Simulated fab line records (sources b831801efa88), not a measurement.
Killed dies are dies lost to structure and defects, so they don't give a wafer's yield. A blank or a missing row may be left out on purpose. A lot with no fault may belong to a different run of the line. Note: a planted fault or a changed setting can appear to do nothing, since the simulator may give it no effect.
fab line records ; flow gf180mcu
record lots=7; wafers=20; lastDay=34
route steps=602 shown STI@3 PASSIVATION@602
lots that met no fault: from a run of the same line without faults
startH: start of the lot's first displayed wafer, in hours after the record's first day ; waitH: time in hours since the lot's previous step ; " repeats the value in the row above ; L1.1+2: several wafers, shown together as one row ; - no value present, or no start provided ; * or withheld: withheld ; < > ~ a bound
route shown NAME@n: names a module that has steps shown in the file, with the first one's number in the route ; usual: the fault-free wafers' mean and standard deviation ; same: alike in all rows ; chamber/n: place in a boat ; sites: each site's reading ; _std_site: their standard deviation ; _edge_site: outer sites' mean less inner sites' ; radiusMm: how far each site lies from the wafer's centre ; mask NAME#n: copy n ; behind: the last tool/chamber to shape the wafer ; hold: why the lot was held/for how many hours/how that ended ; device: whichever transistor did not switch (one of n, p or np) ; end of line: the route-end tests of the same wafers ; where a step has no rows: the recipe by itself ; killed: count of dies lost to structure and defects at first sort (not the wafer's yield) ; map: per-die view of a wafer (x killed, . not killed, _ where there is no die)
set.NAME: setting as actually run; set.NAME@STEP: the setting as run at that earlier step ; model.NAME: the simulator's own value behind a step, which no gauge read
lots at selected steps of the route; one table per step, one row per wafer
services: the hour from which a tool's chamber was out of use, counted from the record's first day as startH (under 0 if before that day), plus the number of hours and why
## steps
# step GF_STI_THK_MEAS_02
# recipe reads=SiO2_of_STI_OXIDATION_01
# usual STI_OXIDATION_THK=9.99/0.18
lot.wafer;tool;chamber;startH;waitH;STI_OXIDATION_THK[nm]
L649.1;filmMetro-02;-;27.39;0.0;9.74
L649.4;filmMetro-02;-;27.39;0.0;9.61
L649.5;filmMetro-02;-;27.39;0.0;9.80
L650.1;filmMetro-04;-;31.51;0.0;10.02
L650.3;filmMetro-04;-;31.51;0.0;10.23
L650.4;filmMetro-04;-;31.51;0.0;10.07
L651.2;filmMetro-04;-;37.88;0.0;10.01
L651.6;filmMetro-04;-;37.88;0.0;9.89
L652.2;filmMetro-02;-;42.59;0.0;9.84
L652.5;filmMetro-02;-;42.59;0.0;9.69
L652.6;filmMetro-02;-;42.59;0.0;10.01
L656.1;filmMetro-01;-;64.16;0.0;9.77
L656.4;filmMetro-01;-;64.16;0.0;9.63
L656.5;filmMetro-01;-;64.16;0.0;9.84
L665.1;filmMetro-04;-;106.72;0.0;9.96
L665.3;filmMetro-04;-;106.72;0.0;10.00
L665.4;filmMetro-04;-;106.72;0.0;9.91
L666.1;filmMetro-02;-;111.51;0.0;10.19
L666.3;filmMetro-02;-;111.51;0.0;10.25
L666.6;filmMetro-02;-;111.51;0.0;10.14
# step GF_STI_CVD_03
# recipe material=Si3N4; precursor=DCS/NH3; targetThkNm=207.16; tempC=770; timeS=3551; pressureMtorr=250
# step GF_STI_THK_MEAS_04
# recipe reads=Si3N4_of_STI_CVD_03
# usual STI_CVD_03_THK=207.7/1.7
lot.wafer;tool;chamber;startH;waitH;STI_CVD_03_THK[nm]
L649.1;filmMetro-02;-;29.44;0.0;206.8
L649.4;filmMetro-02;-;29.44;0.0;207.1
L649.5;filmMetro-02;-;29.44;0.0;207.0
L650.1;filmMetro-04;-;33.56;0.0;207.0
L650.3;filmMetro-04;-;33.56;0.0;205.8
L650.4;filmMetro-04;-;33.56;0.0;205.9
L651.2;filmMetro-04;-;39.93;0.0;209.5
L651.6;filmMetro-04;-;39.93;0.0;210.3
L652.2;filmMetro-02;-;44.63;0.0;210.6
L652.5;filmMetro-02;-;44.63;0.0;209.3
L652.6;filmMetro-02;-;44.63;0.0;208.1
L656.1;filmMetro-01;-;66.20;0.0;208.0
L656.4;filmMetro-01;-;66.20;0.0;209.6
L656.5;filmMetro-01;-;66.20;0.0;209.9
L665.1;filmMetro-01;-;108.76;0.0;205.6
L665.3;filmMetro-01;-;108.76;0.0;206.3
L665.4;filmMetro-01;-;108.76;0.0;206.0
L666.1;filmMetro-02;-;113.56;0.0;206.3
L666.3;filmMetro-02;-;113.56;0.0;205.6
L666.6;filmMetro-02;-;113.56;0.0;205.3
# step GF_STI_DEHYDRATE_05
# recipe tempC=200; timeS=60
# step GF_STI_HMDS_06
# recipe primeTimeS=60; primeTempC=120
# step GF_STI_COAT_07
# recipe resist=KrF; spinRpm=withheld; resistThkNm=700
# step GF_STI_SOFTBAKE_08
# recipe tempC=130; timeS=60; resist=KrF
# step GF_STI_EXPOSE_09
# recipe maskId=COMP; targetCdNm=220; na=0.68; sourceShape=conventional; sigmaOuter=0.6; doseMj=28
# step GF_STI_PEB_10
# recipe pebTempC=135; pebTimeS=90; resist=KrF
# step GF_STI_DEVELOP_11
# recipe developTimeS=60; devTempC=21
# step GF_STI_CD_MEAS_12
# recipe targetCdNm=220
# usual cdNm=219.9/1.1
lot.wafer;tool;chamber;startH;waitH;cdNm
L649.1;cdSem-01;-;41.29;0.2;220.1
L649.4;cdSem-01;-;41.29;0.2;219.5
L649.5;cdSem-01;-;41.29;0.2;220.5
L650.1;cdSem-02;-;45.97;0.5;218.7
L650.3;cdSem-02;-;45.97;0.5;218.5
L650.4;cdSem-02;-;45.97;0.5;219.7
L651.2;cdSem-01;-;52.51;0.1;219.7
L651.6;cdSem-01;-;52.51;0.1;219.4
L652.2;cdSem-02;-;57.46;0.1;218.9
L652.5;cdSem-02;-;57.46;0.1;218.7
L652.6;cdSem-02;-;57.46;0.1;219.4
L656.1;cdSem-02;-;79.54;0.1;219.4
L656.4;cdSem-02;-;79.54;0.1;218.8
L656.5;cdSem-02;-;79.54;0.1;219.5
L665.1;cdSem-01;-;123.79;0.1;221.1
L665.3;cdSem-01;-;123.79;0.1;222.9
L665.4;cdSem-01;-;123.79;0.1;220.7
L666.1;cdSem-01;-;128.74;0.1;221.1
L666.3;cdSem-01;-;128.74;0.1;222.1
L666.6;cdSem-01;-;128.74;0.1;221.2
# step GF_STI_ETCH_13
# recipe chemistry=CHF3/O2; stopOn=Si; overEtchFrac=0.3; targetDepthA=2823.1; sourceW=600; biasW=200; pressureMtorr=40; chf3FlowSccm=50; O2_flow_sccm=5; timeS=112.9
# usual drypumpMotorCurrentA=5.7/0.51; oesProductAu=0.833/0.0054; runLengthS=141.1/0.53; throttleValvePct=8.809/0.0085
lot.wafer;tool;chamber;startH;waitH;drypumpMotorCurrentA;oesProductAu;rfHoursCounterH;runLengthS;throttleValvePct
L649.1;rieDiel-01;0;41.41;0.1;5.3;0.838;40;140.9;8.821
L649.4;rieDiel-01;3;41.41;0.1;5.7;0.826;39;141.5;8.814
L649.5;rieDiel-01;3;41.41;0.1;5.7;0.830;-;141.3;8.810
L650.1;rieDiel-01;1;46.09;0.1;5.7;0.837;7;141.7;8.822
L650.3;rieDiel-01;0;46.09;0.1;5.3;0.832;41;141.3;8.808
L650.4;rieDiel-01;3;46.09;0.1;5.7;0.830;39;141.6;8.798
L651.2;rieDiel-03;3;52.61;0.1;6.4;0.842;4;141.0;8.808
L651.6;rieDiel-03;3;52.61;0.1;6.4;0.845;-;140.9;8.798
L652.2;rieDiel-01;3;57.56;0.1;5.7;0.836;40;141.1;8.812
L652.5;rieDiel-01;1;57.56;0.1;5.7;0.833;-;141.8;8.807
L652.6;rieDiel-01;2;57.56;0.1;5.5;0.835;-;140.2;8.813
L656.1;rieDiel-04;3;79.66;0.1;5.3;0.831;3;140.8;8.812
L656.4;rieDiel-04;2;79.66;0.1;6.5;0.838;1;141.7;8.820
L656.5;rieDiel-04;0;79.66;0.1;6.7;0.837;-;140.9;8.815
L665.1;rieDiel-04;1;123.91;0.1;5.0;0.821;3;141.1;8.785
L665.3;rieDiel-04;0;123.91;0.1;6.7;0.840;2;141.5;8.814
L665.4;rieDiel-04;3;123.91;0.1;5.3;0.828;-;140.7;8.795
L666.1;rieDiel-03;0;128.86;0.1;5.4;0.832;123;141.3;8.823
L666.3;rieDiel-03;2;128.86;0.1;5.7;0.831;76;140.4;8.807
L666.6;rieDiel-03;1;128.86;0.1;5.6;0.827;-;141.8;8.820
# step GF_STI_ETCH_14
# recipe target=Si; chemistry=HBr/Cl2/O2; targetDepthNm=360; icpW=600; biasW=150; pressureMtorr=15; HBr_flow_sccm=150; Cl2_flow_sccm=40; O2_flow_sccm=6; timeS=102.9
# usual drypumpMotorCurrentA=5.9/0.36; oesProductAu=1.006/0.01; runLengthS=131.2/0.33; throttleValvePct=25.653/0.011
lot.wafer;tool;chamber;startH;waitH;drypumpMotorCurrentA;oesProductAu;rfHoursCounterH;runLengthS;throttleValvePct;model.etch.depthNm;model.STI.featureDepthNm;model.KrF_of_STI_COAT_07.thkNm
L649.1;rieSi-01;1;41.49;0.0;5.7;1.003;0;131.3;25.646;362.5;362.5;320.3
L649.4;rieSi-01;2;41.49;0.0;5.5;1.010;71;87.8;25.668;209.7;209.7;360.6
L649.5;rieSi-01;2;41.49;0.0;5.5;1.006;-;131.1;25.655;362.5;362.5;309.5
L650.1;rieSi-02;1;46.16;0.0;5.5;1.012;61;130.4;25.654;363.1;363.1;311.3
L650.3;rieSi-02;2;46.16;0.0;5.9;0.987;57;131.3;25.657;357.1;357.1;320.4
L650.4;rieSi-02;3;46.16;0.0;6.5;1.006;132;131.6;25.640;367.2;367.2;309.8
L651.2;rieSi-01;3;52.69;0.0;6.3;1.011;58;131.5;25.643;365.9;365.9;324.1
L651.6;rieSi-01;0;52.69;0.0;5.6;1.026;-;88.3;25.634;215;215;372.3
L652.2;rieSi-01;2;57.64;0.0;5.5;0.995;71;130.9;25.629;360;360;313.9
L652.5;rieSi-01;3;57.64;0.0;6.3;1.006;-;131.0;25.645;364.3;364.3;316.7
L652.6;rieSi-01;2;57.64;0.0;5.5;0.991;-;88.0;25.663;208.6;208.6;364.3
L656.1;rieSi-02;2;79.74;0.0;5.9;0.983;58;131.2;25.673;354.6;354.6;319.5
L656.4;rieSi-02;2;79.74;0.0;5.9;0.983;-;131.4;25.665;353;353;316.1
L656.5;rieSi-02;3;79.74;0.0;6.5;1.000;-;131.3;25.656;363.9;363.9;305.2
L665.1;rieSi-02;0;123.99;0.0;5.6;1.019;27;131.0;25.639;372.9;372.9;313.6
L665.3;rieSi-02;2;123.99;0.0;5.9;0.993;58;131.3;25.657;356.8;356.8;311.5
L665.4;rieSi-02;1;123.99;0.0;5.5;0.995;62;130.7;25.657;361.5;361.5;313.4
L666.1;rieSi-01;2;128.93;0.0;5.5;0.994;71;130.8;25.660;357.5;357.5;320.2
L666.3;rieSi-01;0;128.93;0.0;5.5;1.022;67;131.7;25.646;370.4;370.4;313.5
L666.6;rieSi-01;1;128.93;0.0;5.7;1.001;-;131.3;25.653;362.2;362.2;315.6
# step GF_STI_STRIP_15
# recipe chemistry=O2/N2; powerW=1400; pressureMtorr=1500; platenTempC=250; o2FlowSccm=3000; n2FlowSccm=300; overashFraction=0.5
# usual drypumpMotorCurrentA=5.73/0.23; heaterPowerW=327/34; oesProductAu=0.383/0.0043; stripTimeToEndpointS=3.70/0.048
lot.wafer;tool;chamber;startH;waitH;drypumpMotorCurrentA;heaterPowerW;oesProductAu;rfHoursCounterH;stripTimeToEndpointS
L649.1;plasmaAsher-04;1;41.56;0.0;5.66;297;0.373;27;3.73
L649.4;plasmaAsher-04;1;41.56;0.0;5.64;302;0.406;-;4.15
L649.5;plasmaAsher-04;0;41.56;0.0;5.59;323;0.376;-;3.62
L650.1;plasmaAsher-04;0;46.24;0.0;5.61;328;0.378;28;3.64
L650.3;plasmaAsher-04;1;46.24;0.0;5.65;299;0.390;-;3.74
L650.4;plasmaAsher-04;0;46.24;0.0;5.62;325;0.380;-;3.61
L651.2;plasmaAsher-03;1;52.77;0.0;5.82;355;0.378;28;3.77
L651.6;plasmaAsher-03;0;52.77;0.0;5.85;313;0.409;-;4.28
L652.2;plasmaAsher-04;0;57.71;0.0;5.68;327;0.387;29;3.68
L652.5;plasmaAsher-04;0;57.71;0.0;5.66;329;0.383;-;3.68
L652.6;plasmaAsher-04;1;57.71;0.0;5.66;305;0.404;-;4.19
L656.1;plasmaAsher-03;0;79.82;0.0;5.85;318;0.381;31;3.73
L656.4;plasmaAsher-03;1;79.82;0.0;5.82;366;0.378;-;3.68
L656.5;plasmaAsher-03;0;79.82;0.0;5.86;321;0.375;-;3.57
L665.1;plasmaAsher-03;1;124.06;0.0;5.81;363;0.385;0;3.67
L665.3;plasmaAsher-03;0;124.06;0.0;5.86;321;0.380;-;3.64
L665.4;plasmaAsher-03;1;124.06;0.0;5.80;375;0.380;-;3.68
L666.1;plasmaAsher-01;1;129.01;0.0;5.28;281;0.394;48;3.75
L666.3;plasmaAsher-01;1;129.01;0.0;5.29;270;0.383;-;3.68
L666.6;plasmaAsher-01;1;129.01;0.0;5.28;269;0.383;-;3.68
# step GF_STI_CLEAN_16
# recipe chemistry=dHF; timeS=25; dilution=100:1
# step GF_PASSIVATION_PROBE_99
lot.wafer;tool;chamber;startH;waitH;model.etest.pwellInDnwell.lineOhmUm;model.etest.ldpmos_10p0.rOnOhmUm;model.etest.pwellInDnwell.rsOhmSq;model.etest.ldnmos_10p0.rOnOhmUm;model.etest.pDrift.rsOhmSq;model.etest.nDrift.rsOhmSq;model.etest.nwell.lineOhmUm;model.etest.nwell.rsOhmSq
L649.1;prober-02;-;704.50;0.1;4121;1.12e+04;2451;3681;2388;1208;1185;1038
L649.4;prober-02;-;704.65;0.2;2962;1.012e+04;1788;3155;1882;853.7;910.6;790.2
L649.5;prober-02;-;704.70;0.2;4065;1.118e+04;2428;3725;2409;1212;1218;1048
L650.1;prober-01;-;708.52;0.1;4147;1.102e+04;2446;3748;2470;1171;1119;982.8
L650.3;prober-01;-;708.62;0.2;4014;1.126e+04;2396;3749;2406;1133;1106;960.6
L650.4;prober-01;-;708.67;0.2;4137;1.12e+04;2486;3772;2531;1189;1149;979.7
L651.2;prober-02;-;718.97;0.1;3907;1.113e+04;2325;3775;2402;1194;1111;944.7
L651.6;prober-02;-;719.17;0.2;2983;1.022e+04;1805;3192;1886;860.8;905.4;777.4
L652.2;prober-01;-;734.78;0.1;4472;1.102e+04;2628;3736;2530;1182;1140;1000
L652.5;prober-01;-;734.93;0.2;4551;1.111e+04;2631;3747;2548;1202;1163;990.2
L652.6;prober-01;-;734.98;0.2;3038;9963;1836;3118;1902;844.7;892.4;764.5
L656.1;prober-01;-;755.31;0.1;3707;1.111e+04;2210;3719;2355;1114;1148;991.8
L656.4;prober-01;-;755.46;0.2;3697;1.119e+04;2253;3751;2374;1116;1160;994.5
L656.5;prober-01;-;755.51;0.2;3752;1.121e+04;2297;3752;2456;1156;1180;1012
L665.1;prober-02;-;801.31;0.1;4138;1.132e+04;2459;3790;2465;1188;1166;1010
L665.3;prober-02;-;801.41;0.2;3869;1.123e+04;2348;3737;2336;1119;1136;970
L665.4;prober-02;-;801.46;0.2;3967;1.13e+04;2362;3742;2394;1150;1144;986
L666.1;prober-01;-;806.96;0.1;3839;1.128e+04;2342;3734;2380;1172;1144;991
L666.3;prober-01;-;807.06;0.2;3986;1.126e+04;2431;3774;2473;1239;1208;1008
L666.6;prober-01;-;807.21;0.2;3886;1.134e+04;2344;3739;2398;1185;1163;987
# killed by level:class
L650.1 V1:geometricParticle:open=6 M2:geometricParticle:short=6 CONTACT:geometricParticle:open=4 CONTACT:geometricParticle:short=3 V1:geometricParticle:short=3 V3:geometricParticle:open=3 M4:geometricParticle:short=3 V5:geometricParticle:open=3
L650.3 V1:geometricParticle:open=7 V4:geometricParticle:open=7 V2:geometricParticle:short=6 V3:geometricParticle:open=6 STI:geometricParticle:open=5 STI:geometricParticle:short=4 V2:geometricParticle:open=4 CONTACT:geometricParticle:open=3
L650.4 V1:geometricParticle:open=6 V1:geometricParticle:short=5 V3:geometricParticle:open=5 STI:geometricParticle:open=3 CONTACT:geometricParticle:open=3 V3:geometricParticle:short=3 V4:geometricParticle:short=3 SAB:geometricParticle:open=2
L656.1 CONTACT:geometricParticle:open=7 STI:geometricParticle:short=5 V5:geometricParticle:open=5 V3:geometricParticle:open=4 V2:geometricParticle:open=3 V5:geometricParticle:short=3 M1:geometricParticle:short=3 M2:geometricParticle:short=3
L656.4 CONTACT:geometricParticle:short=5 CONTACT:geometricParticle:open=5 V4:geometricParticle:open=5 V5:geometricParticle:open=5 V1:geometricParticle:open=4 V5:geometricParticle:short=3 STI:geometricParticle:short=2 STI:geometricParticle:open=2
L656.5 V5:geometricParticle:open=6 V1:geometricParticle:open=5 V2:geometricParticle:open=5 STI:geometricParticle:open=4 CONTACT:geometricParticle:short=3 V3:geometricParticle:open=3 STI:geometricParticle:short=2 CONTACT:geometricParticle:open=2
L665.1 V4:geometricParticle:open=7 V1:geometricParticle:open=6 V3:geometricParticle:open=5 CONTACT:geometricParticle:open=4 V5:geometricParticle:open=4 POLY_GATE:geometricParticle:open=3 V1:geometricParticle:short=3 V5:geometricParticle:short=3
L665.3 V3:geometricParticle:open=8 V1:geometricParticle:open=5 V5:geometricParticle:open=5 V2:geometricParticle:open=4 V4:geometricParticle:open=4 CONTACT:geometricParticle:open=3 V1:geometricParticle:short=3 M5:geometricParticle:short=3
L665.4 V5:geometricParticle:short=6 CONTACT:geometricParticle:open=5 V1:geometricParticle:open=3 V4:geometricParticle:short=3 V4:geometricParticle:open=3 V5:geometricParticle:open=3 STI:geometricParticle:open=2 CONTACT:geometricParticle:short=2
L666.1 V1:geometricParticle:open=5 V2:geometricParticle:open=5 POLY_GATE:geometricParticle:open=4 CONTACT:geometricParticle:short=4 CONTACT:geometricParticle:open=4 V3:geometricParticle:open=3 M1:geometricParticle:short=3 M3:geometricParticle:short=3
L666.3 V1:geometricParticle:open=6 V1:geometricParticle:short=5 V2:geometricParticle:open=4 V3:geometricParticle:open=4 CONTACT:geometricParticle:open=3 V5:geometricParticle:open=3 HV_LDD:geometricParticle:short=2 CONTACT:geometricParticle:short=2
L666.6 V5:geometricParticle:open=6 V4:geometricParticle:open=6 M2:geometricParticle:short=3 V2:geometricParticle:open=3 STI:geometricParticle:short=2 CONTACT:geometricParticle:short=2 V1:geometricParticle:open=2 V2:geometricParticle:short=2
## services
tool;chamber;startH;hours;kind
rieDiel-01;1;19.08;7.3;repair
rieDiel-04;2;21.07;-;clean
rieDiel-04;2;21.07;17.5;scheduledDown
rieDiel-04;2;21.07;17.5;ventCycle
plasmaAsher-04;-;21.43;0.9;repair
rieDiel-04;0;38.55;-;clean
rieDiel-04;0;38.55;21.7;scheduledDown
rieDiel-04;0;38.55;21.7;ventCycle
rieSi-01;-;44.70;0.1;repair
rieDiel-03;0;47.03;17.5;repair
rieSi-02;0;54.67;30.3;repair
rieSi-02;3;57.09;7.4;repair
plasmaAsher-01;-;63.52;2.8;repair
rieDiel-01;1;96.63;28.1;repair
plasmaAsher-03;-;108.79;9.0;pm
plasmaAsher-03;0;108.79;9.0;ventCycle
plasmaAsher-03;1;108.79;9.0;ventCycle
plasmaAsher-03;-;108.84;3.5;repair
rieDiel-04;2;117.38;21.9;repair
plasmaAsher-03;0;117.79;-;clean
plasmaAsher-03;1;117.79;-;clean
## key
firstSign step=GF_STI_ETCH_14; reading=runLengthS; direction=down; sigmas=99+; usual=*; struck=*
effect step=GF_STI_STRIP_15; reading=stripTimeToEndpointS; direction=up; sigmas=10; usual=*; struck=*
modelEffect step=GF_STI_ETCH_14; value=etch.depthNm; without=362.7; struck=211.1
modelEffect step=GF_PASSIVATION_PROBE_99; value=etest.pwellInDnwell.lineOhmUm; without=4146; struck=2994
metAt GF_STI_ETCH_14
struckWafers L649.4,L651.6,L652.6
sortLeftOut L649.4,L651.6,L652.6
testerLeftOut L649,L651,L652
fault kind=processParameterDrift; tool=rieSi-01; chamber=-; onsetH=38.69; steps=GF_STI_ETCH_14; channel=timeS; offset=*; shape=step; endH=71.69; scope=struckWafersOnly; actsIn=*; stated=*
# testerLeftOut: of these lots the tester's yield and bins aren't shown, on N5 and GAA mostly nor the transistor test; their killed dies are dies lost to structure and defects alone, not to doping, threshold or leakage, so they don't give the yield
# sortLeftOut: the simulated sort isn't trusted on such a fault, so these wafers' sort isn't shown, and their yield isn't known
